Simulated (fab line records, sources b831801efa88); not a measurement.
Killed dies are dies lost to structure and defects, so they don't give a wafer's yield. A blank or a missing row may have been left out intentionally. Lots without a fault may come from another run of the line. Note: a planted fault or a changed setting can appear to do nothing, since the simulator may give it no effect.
Problem report in the 8D (eight disciplines) form, filled by code -- flow gf180mcu -- the parts of the form that need people (team, actions taken, sign-off) are left out

== 1. WHAT WENT WRONG ==
At GF_STI_WET_ETCH_26, tempC averages 23.65 C over 6 wafers from 2 lots, while fault-free wafers read 25.00 C, standard deviation 0.093. That puts it -14 standard deviations away from the usual mean.
The step: etches SiO2 in dHF, target depth 94 nm, time 188 s.
The first sign was on wafer L739.3 at day 5 21:18, on wetBench-04. The record holds 42 wafers of 14 lots with a number at this step. By rule, "out" or "out of limits" means more than 4 standard deviations away from the usual mean. The rest of the wafers with a number are treated as sound.

== 2. WHAT IT IS AND WHAT IT IS NOT ==
question,is,is not
which readings at this step,tempC,-
which lots,"L739, L740","L722, L723, L725, L726, L727, L729, L730, L731, L732, L733, L734, L738"
which wafers of those lots,all that have a number,-
read on which tools,wetBench-04,"wetBench-02, wetBench-03"
when,from day 5 21:18,up to then (36 sound wafers)

== 3. SUSPECTS, AND WHAT RULES EACH OUT ==
Counting: any tool at a process step up to the reading is kept as a suspect provided that every lot that is out went through it and no sound lot did after the first of them.
- wetBench-04 at GF_STI_WET_ETCH_26 (etches SiO2 in dHF, target depth 94 nm, time 188 s): kept. It ran every lot that is out, first L739 (day 5 21:18), and no sound lot after that; its last sound lot up to then is L734 (day 4 18:58). Its own tempC readings are out on those wafers.
Left after counting: wetBench-04 at GF_STI_WET_ETCH_26.

== 4. THE CAUSE (what the simulator had put in) ==
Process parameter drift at GF_STI_WET_ETCH_26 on wetBench-04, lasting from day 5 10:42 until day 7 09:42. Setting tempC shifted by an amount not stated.
After counting, this tool was the only one left.

== 5. THE EFFECT CHAIN, in route order ==
Rows list readings where the struck wafers' mean (over those with a number) sits beyond 3 standard deviations from the usual. Only readings for which the record gives a usual standard deviation are gone through. hours: the time from each lot's start at the first step in this table that gives one to its start at this step, as a median over the lots. sigmas: the change in usual standard deviations.
hours,step,reading,usual,on struck wafers,change,sigmas
0,GF_STI_WET_ETCH_26,tempC,25.00 C,23.65,-1.35,-14
Here are the process steps it includes:
- GF_STI_WET_ETCH_26: etches SiO2 in dHF, target depth 94 nm, time 188 s.
Later steps that measure or inspect, where all struck wafers having a row at the step show a number for every such reading and not one has moved that far: GF_STI_THK_MEAS_30.

== 6. WHAT WOULD HAVE CAUGHT IT SOONER ==
In this record the first reading out of limits was taken at day 5 21:18, 11 hours after the fault began at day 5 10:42.
